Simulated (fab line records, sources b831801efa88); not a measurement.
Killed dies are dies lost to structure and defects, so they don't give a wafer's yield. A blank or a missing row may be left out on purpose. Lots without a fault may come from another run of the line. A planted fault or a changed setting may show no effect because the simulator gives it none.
Problem report in the 8D (eight disciplines) form, filled by code | flow gf180mcu | the parts of the form that need people (team, actions taken, sign-off) are left out

1. THE PROBLEM
cd_nm at GF_POLY_GATE_CD_MEAS_10 reads a mean of 286.2 nm on 6 wafers of 2 lots; wafers without a fault read 280.3 nm with a standard deviation of 1.1. That is +5.4 standard deviations from the usual mean.
The step: target cd 280 nm.
First seen on wafer L157.2, day 12 20:48, on cd_sem-02. The record holds 42 wafers of 14 lots with a number at this step. Rule for "out", or "out of limits": more than 4 standard deviations from the usual mean. The other wafers with a number count as sound.

2. WHAT IT IS AND WHAT IT IS NOT
question                    | is                     | is not
which readings at this step | cd_nm                  | -
which lots                  | L157, L159             | L145, L146, L147, L148, L149, L150, L153, L160, L163, L164, L167, L168
which wafers of those lots  | all that have a number | -
read on which gauges        | cd_sem-01, cd_sem-02   | -
when                        | from day 12 20:48      | up to then (21 sound wafers); but 15 sound wafers of L160, L163, L164, L167, L168 came after

3. SUSPECTS, AND WHAT RULES EACH OUT
Counting: a tool at a process step up to the reading stays a suspect if it ran every lot that is out and no sound lot after the first of them.
- the gauge at GF_POLY_GATE_CD_MEAS_10: ruled out. The wafers that are out were read on 2 gauges (cd_sem-01, cd_sem-02).
- krf_scanner-01 at GF_POLY_GATE_EXPOSE_07 (exposes mask Poly2, target cd 280 nm): kept. It ran every lot that is out, first L157 (day 12 10:35), and no sound lot after that; its last sound lot up to then is L150 (day 10 14:31). Its own readings are out on those wafers: exposure_dose_mJ_cm2.
Left after counting: krf_scanner-01 at GF_POLY_GATE_EXPOSE_07.

4. THE CAUSE (what the simulator had put in)
Process parameter drift: krf_scanner-01, from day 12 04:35 on, at GF_POLY_GATE_EXPOSE_07. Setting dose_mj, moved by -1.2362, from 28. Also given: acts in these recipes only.
Counting left only this tool.

5. THE CHAIN OF EFFECTS, in route order
Each row: a reading whose mean over the struck wafers that have a number lies more than 3 standard deviations from the usual. Only readings for which the record gives a usual standard deviation are gone through. hours: the time from each lot's start at the first step in this table that gives one to its start at this step, as a median over the lots. sigmas: the change in usual standard deviations.
hours | step                    | reading              | usual    | on struck wafers | change | sigmas
0     | GF_POLY_GATE_EXPOSE_07  | exposure_dose_mJ_cm2 | 27.968   | 26.848           | -1.120 | -40
10    | GF_POLY_GATE_CD_MEAS_10 | cd_nm                | 280.3 nm | 286.2            | +5.9   | +5.4
481   | GF_PASSIVATION_PROBE_99 | killed_at_contacts   | 5.8      | 15.0             | +9.2   | +3.4
The process steps in it:
- GF_POLY_GATE_EXPOSE_07: exposes mask Poly2, target cd 280 nm.
- GF_PASSIVATION_PROBE_99
Later measuring or inspecting steps at which every struck wafer that the step has a row for has a number for every such reading, and none has moved that far: GF_V1_THK_MEAS_01, GF_V1_THK_MEAS_03, GF_V1_OVL_MEAS_15.

6. WHAT WOULD HAVE CAUGHT IT SOONER
In this record the first reading out of limits at a measuring or inspecting step was taken at day 12 20:48, 16 hours after the fault began at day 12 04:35.
The tool's own readings at GF_POLY_GATE_EXPOSE_07 were out on every struck wafer that the step has a row for (exposure_dose_mJ_cm2): an alarm limit on them would have fired on the first of those.
Of the lots that are out (2), L159 began GF_POLY_GATE_EXPOSE_07 on krf_scanner-01 after day 12 20:48. A hold on the tool at that time would have spared it.
